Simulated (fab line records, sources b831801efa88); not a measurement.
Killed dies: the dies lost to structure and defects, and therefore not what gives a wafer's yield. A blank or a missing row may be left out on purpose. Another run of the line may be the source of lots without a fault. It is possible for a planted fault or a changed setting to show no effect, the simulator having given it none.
fab line records + flow sky130 + part 2 of 2: steps 42 to 42 of 42
record:
- lots: 6
- wafers: 18
- last_day: 50
route steps=708 shown NWELL@66 PWDE@84 VT_ADJUST_HVTP@85 VT_ADJUST_LVTN@97 PAD_OPEN@708
lots untouched by any fault: they come from a run of this same line in which no faults occurred
start_h: hours from the record's first day to the start of the lot's first wafer shown + wait_h: hours elapsed since this lot's preceding step + " unchanged from the row above + L1.1+2: a row that stands for several wafers + - no value present, or no start provided + * or withheld: withheld + < > ~ a bound
route shown NAME@n: NAME is a module with steps in the file, n the number in the route of the first one + usual: mean/standard deviation of fault-free wafers + same: alike in all rows + chamber/n: place in a boat + sites: readings site by site + _std_site: the values' standard deviation + _edge_site: outer sites' mean less inner sites' + radius_mm: for every site, how far away it sits from the centre of the wafer + mask NAME#n: copy n + behind: the tool/chamber that last shaped the wafer + hold: reason for holding the lot/hours on hold/outcome of the hold + device: whichever transistor did not switch (one of n, p or np) + end of line: tests run on the same wafers once the route is complete + step lacking rows: just its recipe + killed: dies that structure and defects cost at the first sort, which is not the same as the wafer's yield + map: shows each die of a wafer: x if killed, . if not, _ if none is there
set.NAME: setting as actually run; set.NAME@STEP: the setting as run at that earlier step + model.NAME: the simulator's own value behind a step, which no gauge read
lots at some steps of the route; a table a step, a row a wafer
services: when a tool's chamber went out of use (start_h, in hours from the record's first day, below 0 if earlier), for how many hours, and the reason
== steps ==
step: SKY_PAD_OPEN_PROBE_99
usual:
- killed_at_M0_to_M3: 44/6.3
- killed_at_M4_up: 3.1/2
- killed_at_contacts: 24/4.8
- killed_at_front_end: 15/4.6
- killed_at_other: 0.2/0.51
- killed_dies: 87/8.4
- killed_on_rim: 17/3.9
- killed_open: 48/6.4
- killed_short: 39/5.9
same:
- gross_dies: 492
- killed_at_back_side: 0
| lot.wafer | tool      | chamber | start_h | wait_h | hold                     | killed_at_M0_to_M3 | killed_at_M4_up | killed_at_contacts | killed_at_front_end | killed_at_other | killed_dies | killed_on_rim | killed_open | killed_short |
|-----------|-----------|---------|---------|--------|--------------------------|--------------------|-----------------|--------------------|---------------------|-----------------|-------------|---------------|-------------|--------------|
| L384.2    | prober-02 | -       | 1082.41 | 0.1    | -                        | 37                 | 4               | 22                 | 26                  | 0               | 89          | 19            | 51          | 38           |
| L384.3    | prober-02 | -       | 1082.46 | 0.2    | -                        | 58                 | 3               | 24                 | 17                  | 0               | 102         | 16            | 57          | 45           |
| L384.6    | prober-02 | -       | 1082.61 | 0.2    | -                        | 52                 | 7               | 31                 | 15                  | 0               | 105         | 27            | 60          | 45           |
| L386.4    | prober-02 | -       | 1100.10 | 0.2    | -                        | 44                 | 3               | 29                 | 15                  | 0               | 91          | 17            | 44          | 47           |
| L386.5    | prober-02 | -       | 1100.15 | 0.2    | -                        | 37                 | 5               | 32                 | 22                  | 0               | 96          | 19            | 55          | 41           |
| L386.6    | prober-02 | -       | 1100.20 | 0.2    | -                        | 33                 | 4               | 26                 | 18                  | 0               | 81          | 14            | 41          | 40           |
| L389.1    | prober-01 | -       | 1112.98 | 0.1    | -                        | 43                 | 4               | 28                 | 22                  | 0               | 97          | 19            | 57          | 40           |
| L389.2    | prober-01 | -       | 1113.03 | 0.1    | -                        | 45                 | 4               | 28                 | 14                  | 0               | 91          | 22            | 46          | 45           |
| L389.6    | prober-01 | -       | 1113.23 | 0.2    | -                        | 46                 | 4               | 17                 | 17                  | 0               | 84          | 22            | 47          | 37           |
| L395.1    | prober-01 | -       | 1152.21 | 0.1    | await_dispo/2.4h/release | 47                 | 2               | 17                 | 92                  | 1               | 159         | 28            | 43          | 44           |
| L395.2    | prober-01 | -       | 1152.26 | 0.1    | await_dispo/2.4h/release | 47                 | 4               | 23                 | 42                  | 0               | 116         | 26            | 49          | 40           |
| L395.4    | prober-01 | -       | 1152.36 | 0.2    | await_dispo/2.4h/release | 62                 | 0               | 18                 | 40                  | 0               | 120         | 27            | 53          | 43           |
| L397.2    | prober-01 | -       | 1158.68 | 0.1    | await_dispo/5.7h/release | 32                 | 5               | 28                 | 86                  | 1               | 152         | 19            | 46          | 36           |
| L397.3    | prober-01 | -       | 1158.73 | 0.2    | await_dispo/5.7h/release | 38                 | 3               | 30                 | 80                  | 1               | 152         | 24            | 45          | 35           |
| L397.4    | prober-01 | -       | 1158.78 | 0.2    | await_dispo/5.7h/release | 36                 | 4               | 31                 | 42                  | 0               | 113         | 28            | 51          | 36           |
| L403.1    | prober-01 | -       | 1188.59 | 0.1    | -                        | 43                 | 3               | 22                 | 23                  | 0               | 91          | 18            | 50          | 41           |
| L403.2    | prober-01 | -       | 1188.64 | 0.1    | -                        | 44                 | 1               | 25                 | 7                   | 0               | 77          | 12            | 42          | 35           |
| L403.4    | prober-01 | -       | 1188.74 | 0.2    | -                        | 53                 | 3               | 25                 | 12                  | 0               | 93          | 12            | 51          | 42           |
killed by level:class
L384.2 LI_CONTACT:geometric_particle:open=8 CONTACT:geometric_particle:open=8 VIA1:geometric_particle:open=8 METAL1:geometric_particle:short=7 VIA3:geometric_particle:open=7 FIELD_ISO:geometric_particle:short=6 POLY_GATE:geometric_particle:open=6 VIA2:geometric_particle:open=5
L384.3 VIA1:geometric_particle:open=19 CONTACT:geometric_particle:open=9 METAL2:geometric_particle:short=8 VIA3:geometric_particle:open=8 LI_CONTACT:geometric_particle:open=6 VIA2:geometric_particle:open=6 VIA1:geometric_particle:short=5 POLY_GATE:geometric_particle:short=4
L384.6 LI_CONTACT:geometric_particle:open=11 VIA1:geometric_particle:open=11 CONTACT:geometric_particle:open=9 VIA3:geometric_particle:open=7 FIELD_ISO:geometric_particle:open=6 VIA2:geometric_particle:short=6 VIA2:geometric_particle:open=6 METAL2:geometric_particle:short=6
L386.4 CONTACT:geometric_particle:open=8 VIA1:geometric_particle:open=8 CONTACT:geometric_particle:short=7 POLY_GATE:geometric_particle:short=6 METAL2:geometric_particle:short=6 VIA2:geometric_particle:open=5 LOCAL_INTERCONNECT:geometric_particle:short=5 VIA3:geometric_particle:open=4
L386.5 LI_CONTACT:geometric_particle:open=11 CONTACT:geometric_particle:open=11 VIA1:geometric_particle:open=8 METAL2:geometric_particle:short=7 FIELD_ISO:geometric_particle:open=5 FIELD_ISO:geometric_particle:short=5 LOCAL_INTERCONNECT:geometric_particle:short=5 VIA2:geometric_particle:open=5
L386.6 METAL2:geometric_particle:short=8 LI_CONTACT:geometric_particle:open=8 CONTACT:geometric_particle:open=8 POLY_GATE:geometric_particle:open=6 VIA1:geometric_particle:open=6 POLY_GATE:geometric_particle:short=5 LOCAL_INTERCONNECT:geometric_particle:short=5 VIA2:geometric_particle:open=5
L389.1 LI_CONTACT:geometric_particle:open=11 VIA1:geometric_particle:open=11 POLY_GATE:geometric_particle:open=10 CONTACT:geometric_particle:open=10 METAL1:geometric_particle:short=6 FIELD_ISO:geometric_particle:open=5 METAL2:geometric_particle:short=5 VIA2:geometric_particle:short=5
L389.2 CONTACT:geometric_particle:short=9 CONTACT:geometric_particle:open=9 VIA1:geometric_particle:open=8 VIA2:geometric_particle:open=8 METAL1:geometric_particle:short=7 VIA3:geometric_particle:open=7 LI_CONTACT:geometric_particle:short=5 METAL2:geometric_particle:short=5
L389.6 VIA1:geometric_particle:open=13 CONTACT:geometric_particle:open=9 METAL2:geometric_particle:short=7 VIA2:geometric_particle:open=7 FIELD_ISO:geometric_particle:open=6 VIA1:geometric_particle:short=5 POLY_GATE:geometric_particle:short=4 VIA3:geometric_particle:open=4
L395.1 NWELL:unspecified=72 VIA1:geometric_particle:open=10 METAL2:geometric_particle:short=8 VIA1:geometric_particle:short=8 VIA3:geometric_particle:open=7 FIELD_ISO:geometric_particle:short=6 FIELD_ISO:geometric_particle:open=5 LOCAL_INTERCONNECT:geometric_particle:short=5
L395.2 NWELL:unspecified=27 VIA1:geometric_particle:open=13 CONTACT:geometric_particle:open=11 VIA1:geometric_particle:short=7 METAL1:geometric_particle:short=6 POLY_GATE:geometric_particle:short=5 VIA3:geometric_particle:open=5 VIA2:geometric_particle:open=5
L395.4 NWELL:unspecified=24 VIA1:geometric_particle:open=16 VIA3:geometric_particle:open=11 CONTACT:geometric_particle:open=8 METAL2:geometric_particle:short=7 VIA1:geometric_particle:short=7 FIELD_ISO:geometric_particle:short=5 POLY_GATE:geometric_particle:short=5
L397.2 NWELL:unspecified=70 VIA1:geometric_particle:open=9 CONTACT:geometric_particle:open=8 LI_CONTACT:geometric_particle:open=7 CONTACT:geometric_particle:short=6 FIELD_ISO:geometric_particle:open=5 FIELD_ISO:geometric_particle:short=4 LI_CONTACT:geometric_particle:short=4
L397.3 NWELL:unspecified=72 CONTACT:geometric_particle:open=12 VIA3:geometric_particle:open=8 VIA2:geometric_particle:open=8 CONTACT:geometric_particle:short=6 LI_CONTACT:geometric_particle:open=5 FIELD_ISO:geometric_particle:open=4 METAL1:geometric_particle:short=4
L397.4 NWELL:unspecified=26 VIA1:geometric_particle:open=10 CONTACT:geometric_particle:open=9 LI_CONTACT:geometric_particle:open=8 VIA3:geometric_particle:open=7 LOCAL_INTERCONNECT:geometric_particle:short=5 POLY_GATE:geometric_particle:short=5 CONTACT:geometric_particle:short=5
L403.1 VIA1:geometric_particle:open=11 VIA3:geometric_particle:open=8 FIELD_ISO:geometric_particle:open=7 CONTACT:geometric_particle:open=6 FIELD_ISO:geometric_particle:short=5 POLY_GATE:geometric_particle:open=5 LOCAL_INTERCONNECT:geometric_particle:short=5 METAL2:geometric_particle:short=5
L403.2 VIA1:geometric_particle:open=12 CONTACT:geometric_particle:open=11 LI_CONTACT:geometric_particle:open=8 METAL1:geometric_particle:short=8 VIA1:geometric_particle:short=6 LOCAL_INTERCONNECT:geometric_particle:short=5 VIA2:geometric_particle:short=4 VIA3:geometric_particle:open=4
L403.4 VIA1:geometric_particle:open=14 VIA1:geometric_particle:short=10 LI_CONTACT:geometric_particle:open=8 CONTACT:geometric_particle:open=7 VIA3:geometric_particle:open=6 VIA2:geometric_particle:open=5 METAL1:geometric_particle:open=5 METAL2:geometric_particle:short=5
map L395.1 (x killed, . not)
__________xxx....xx._________
________...x.xx......x_______
______x..x.x.xx.....xxx._____
_____.xxxxxxx...........x____
____.x.xxxxx....x.x.......___
___.xxxxxxxxxx.x...x.......__
__.xxxxxxxxxxx.x.x...x...x.._
_x..xxxxxxxxxxx..xxxxxx.....x
_...xxxxxxxxxx........x......
_x...xxxxxxxxx.x...x..x..x...
_......xxxxxx.......x........
_xx....xx.xxx.x..............
_..x..x....x..........x......
_.x.xx..x...........x.x......
_......xx.....xx.....x.......
__x..xx....................._
___x.....x....x.x.....x.x..__
____.x...................x___
_____...x.....x...xxxx..x____
______.x.x.........x...._____
________..x.........x._______
__________xx........_________
map L397.2 (x killed, . not)
__________.x........_________
________..xx......x.x._______
______..x..xx.x........._____
_____.xxxxx.xx...........____
____.x.xxxxxxxx.....x.....___
___x.xxxxxxxxx...x.....x...__
__..xxxxxxxxxx...xx....x.xx._
_...xxxxxxxxxx..xxx....xxx..x
_..xxxxxxxxxxxx..x....x......
_.....xxxxxxxxx..x...x.......
_x...xxxxxxxxx...........x...
_........xx.x..x...x........x
_..x...x..x.x....x..x.x...x.x
_........x.x...x...x..xx..xx.
_..x.xx......................
__x......x..........x.x....._
___......................x.__
____x.................x...___
_____...x...x....x..xx.x.____
______..xx.........x.x.._____
________......x..x...._______
__________.........x_________
== services ==
| tool            | chamber | start_h | hours | kind       |
|-----------------|---------|---------|-------|------------|
| plasma_asher-02 | -       | 108.75  | 9.0   | pm         |
| plasma_asher-02 | 0       | 108.75  | 9.0   | vent_cycle |
| plasma_asher-02 | 1       | 108.75  | 9.0   | vent_cycle |
| plasma_asher-04 | -       | 117.56  | 2.8   | pm         |
| plasma_asher-02 | 0       | 117.75  | -     | clean      |
| plasma_asher-02 | 1       | 117.75  | -     | clean      |
| plasma_asher-02 | -       | 135.73  | 6.5   | repair     |
| plasma_asher-01 | -       | 153.29  | 2.8   | pm         |
| rtp_anneal-02   | -       | 169.66  | 4.0   | pm         |
| plasma_asher-03 | -       | 258.69  | 12.5  | repair     |
== key ==
first_sign:
- step: SKY_PAD_OPEN_PROBE_99
- reading: killed_at_front_end
- direction: up
- sigmas: 11
- usual: 15
- struck: 64
effect:
- step: SKY_PAD_OPEN_PROBE_99
- reading: killed_dies
- direction: up
- sigmas: 5.7
- usual: 87
- struck: 135
met_at SKY_NWELL_STRIP_25
struck_wafers L395.1,L395.2,L395.4,L397.2,L397.3,L397.4
tester_left_out L395,L397
onset_between 130.10 184.23
fault:
- kind: chamber_particle_source
- tool: plasma_asher-01
- chamber: -
- onset_h: 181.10
- steps: SKY_NWELL_STRIP_25
- rate_per_visit_cm2: 2.2344
- end_h: 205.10
tester_left_out: of these lots the tester's yield and bins aren't shown, on N5 and GAA mostly nor the transistor test; their killed dies are dies lost to structure and defects alone, not to doping, threshold or leakage, so they don't give the yield
